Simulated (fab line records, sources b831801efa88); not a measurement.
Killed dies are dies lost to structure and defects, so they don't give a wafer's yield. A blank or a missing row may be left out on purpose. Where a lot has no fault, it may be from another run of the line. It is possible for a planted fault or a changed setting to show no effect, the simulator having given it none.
A struck lot beside a sound one :: flow sky130 :: 19 out of 708 route steps
Sound: these wafers, L611.1, L611.3, L611.4. Struck: wafers L624.1, L624.2, L624.6. The cause is named last.
Order at every step that has rows: each side's tool, ch and its chambers, its first start. Under that, the readings that differ: sound wafers :: struck wafers :: difference of the means :: sigmas: that difference in standard deviations of wafers without a fault.
alike: words and numbers the same on both sides, and readings whose means are apart by under 2 such deviations; not compared: readings that were withheld, readings missing a value for some wafer, numbers with overlapping values and no deviation given by the record, and bounds like >300 which may hide the same value.
A row with sigmas, a row that says differs or no value, or rows on one side alone: a step with any of these is where the two part. Non-overlapping numbers with no deviation appear without sigmas and do not part them. Lack of a reading on every wafer of one side parts them only where that side has two or more wafers.

SKY_METAL4_STRIP_19: strips in O2/N2.
  sound on plasma-asher-03 ch 0,1, day 44 05:53; struck on plasma-asher-02 ch 0,1, day 47 01:06
  alike: drypump-motor-current-A, oes-product-au, strip-time-to-endpoint-s
  not compared: rf-hours-counter-h
then, 4 steps without rows for these wafers: SKY_METAL4_STRIP_20 (strips in post etch residue remover, time 1200 s); SKY_METAL4_CLEAN_21 (cleans in IPA, time 180 s); SKY_METAL4_CLEAN_22 (cleans in O3/DIW); SKY_VIA4_HDPCVD_00 (deposits SiO2, target thk 1750 nm, time 291.7 s).
SKY_VIA4_THK_MEAS_01:
  sound on film-metro-04, day 44 06:41; struck on film-metro-04, day 47 01:52
  alike: VIA4_HDPCVD_THK
SKY_VIA4_CMP_02: polishes SiO2.
  sound on cmp-02 ch 1,2,3, day 44 06:44; struck on cmp-01 ch 0,2,3, day 47 02:28
  alike: edge-zone-pressure-frac, motor-current-A
SKY_VIA4_BOW_MEAS_03:
  sound on film-metro-03, day 44 07:02; struck on film-metro-03, day 47 02:43
  alike: VIA4_BOW
then, 4 steps without rows for these wafers: SKY_VIA4_DEHYDRATE_04 (time 60 s); SKY_VIA4_HMDS_05 (prime time 60 s); SKY_VIA4_COAT_06 (resist thk 1140 nm); SKY_VIA4_SOFTBAKE_07 (time 60 s).
SKY_VIA4_EXPOSE_08: exposes mask VIM4, target cd 800 nm.
  sound on iline-stepper-01 ch 0, day 44 17:12; struck on iline-stepper-01 ch 0, day 47 13:11
  alike: mask, focus-offset-nm
then, 2 steps without rows for these wafers: SKY_VIA4_PEB_09; SKY_VIA4_DEVELOP_10 (develop time 60 s).
SKY_VIA4_OVL_MEAS_11:
  sound on overlay-01, day 45 04:28; struck on overlay-02, day 47 22:48
  alike: VIA4_OVL
SKY_VIA4_ETCH_12: etches SiO2 in C4F8/O2/Ar, stops on TiN, target depth 580 nm.
  sound on rie-diel-04 ch 0,2,3, day 45 04:30; struck on rie-diel-03 ch 0,3, day 47 22:50
reading: model.VIA4.cd-nm (nm)
sound: 799.3 798.8 799.2
struck: 838.9 821.8 809.2
difference: +24.2
sigmas: 
  alike: oes-product-au, rf-fwd-power-W
SKY_VIA4_STRIP_13: strips in O2/N2.
  sound on plasma-asher-04 ch 0,1, day 45 04:34; struck on plasma-asher-03 ch 0,1, day 47 22:55
  alike: drypump-motor-current-A, oes-product-au, strip-time-to-endpoint-s
  not compared: rf-hours-counter-h
-- the record jumps here: 2 days lie between the struck wafers' starts before and after (it left off in module VIA4 and takes up again in module PAD_OPEN, whose first step shown is number 708 of the route) --
SKY_PAD_OPEN_PROBE_99:
  sound on prober-01, day 47 21:46; struck on prober-02, day 50 09:14
reading: killed-at-front-end
sound: 17 25 23
struck: 10 15 10
difference: -10
sigmas: -2

reading: killed-at-other
sound: 1 1 2
struck: 0 0 0
difference: -1
sigmas: -2
  alike: defect-limited-yield, killed_at_M0_to_M3, killed_at_M4_up, killed-at-contacts, killed-dies, killed-open, killed-short, sort_bin_3_pad_short, sort_bin_5_function, sort_bin_6_memory, sort-n-pass, sort-yield-pct
  not compared: model.etest.via4-chain.rc-ohm

WHERE THEY PART
At SKY_PAD_OPEN_PROBE_99 and nowhere else, as far as this record goes.

WHY: what the simulator had put in
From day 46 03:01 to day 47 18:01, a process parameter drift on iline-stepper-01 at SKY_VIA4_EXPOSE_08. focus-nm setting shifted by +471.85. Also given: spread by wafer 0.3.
